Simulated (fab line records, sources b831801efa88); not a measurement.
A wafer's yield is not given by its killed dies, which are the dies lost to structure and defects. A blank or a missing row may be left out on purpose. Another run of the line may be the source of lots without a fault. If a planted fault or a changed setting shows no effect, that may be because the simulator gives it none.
Chamber matching	flow gf180mcu	GF_V5_CVD_02 on pecvd-04 has 3 sister chambers
The step deposits SiO2 from TEOS, target thk 1450 nm, time 163.28 s. 27 wafers are shown with their chamber, then 12 later ones without.

## WAFERS, EACH WITH ITS CHAMBER
wafer	chamber	heaterPowerW (W)
L079.1	1	507
L079.5	1	562
L079.6	2	679
L081.1	1	454
L081.3	2	651
L081.5	0	523
L082.1	2	646
L082.5	0	626
L082.6	1	542
L083.3	0	646
L083.4	1	533
L083.6	2	689
L087.1	0	636
L087.3	1	501
L087.5	2	706
L089.1	1	491
L089.2	2	663
L089.3	0	604
L089.4	0	634
L089.5	1	559
L089.6	2	707
L092.1	0	549
L092.2	1	445
L092.3	2	656
L092.4	2	556
L092.5	0	629
L092.6	1	527

SIGNATURES (averages over the wafers above)
reading	chamber 0	chamber 1	chamber 2	scatter within a chamber
heaterPowerW	605.88	512.10	661.44	43.6
Rule: for each reading, subtract the chamber's mean from the wafer's reading, divide by that reading's scatter and square the result; add these up over the readings and take the root, which gives the wafer's distance from the chamber. The wafer belongs to the nearest chamber; if the next one is less than 2 further off, it can't be placed. The scatter: take each reading less its chamber's mean, square it, sum over the shown wafers, divide by the number of wafers less the number of chambers, and take the root.

## WAFERS WITH NO CHAMBER GIVEN
wafer	heaterPowerW (W)
L093.2	473
L093.3	631
L093.5	527
L096.1	709
L096.2	576
L096.3	545
L096.4	649
L096.5	430
L096.6	566
L097.2	601
L097.3	665
L097.4	530

## WHICH CHAMBER EACH WENT THROUGH
wafer	from the rows above	in truth
L093.2	1	1
L093.3	can't be placed: 0 or 2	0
L093.5	can't be placed: 1 or 0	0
L096.1	can't be placed: 2 or 0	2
L096.2	can't be placed: 0 or 1 or 2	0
L096.3	can't be placed: 1 or 0 or 2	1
L096.4	can't be placed: 2 or 0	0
L096.5	1	1
L096.6	can't be placed: 0 or 1 or 2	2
L097.2	can't be placed: 0 or 2 or 1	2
L097.3	can't be placed: 2 or 0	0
L097.4	can't be placed: 1 or 0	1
Placed correctly: 2 of 12. Cannot be placed on the basis of these rows: 10; the candidates contain the true chamber in 10. Number placed wrongly: 0.
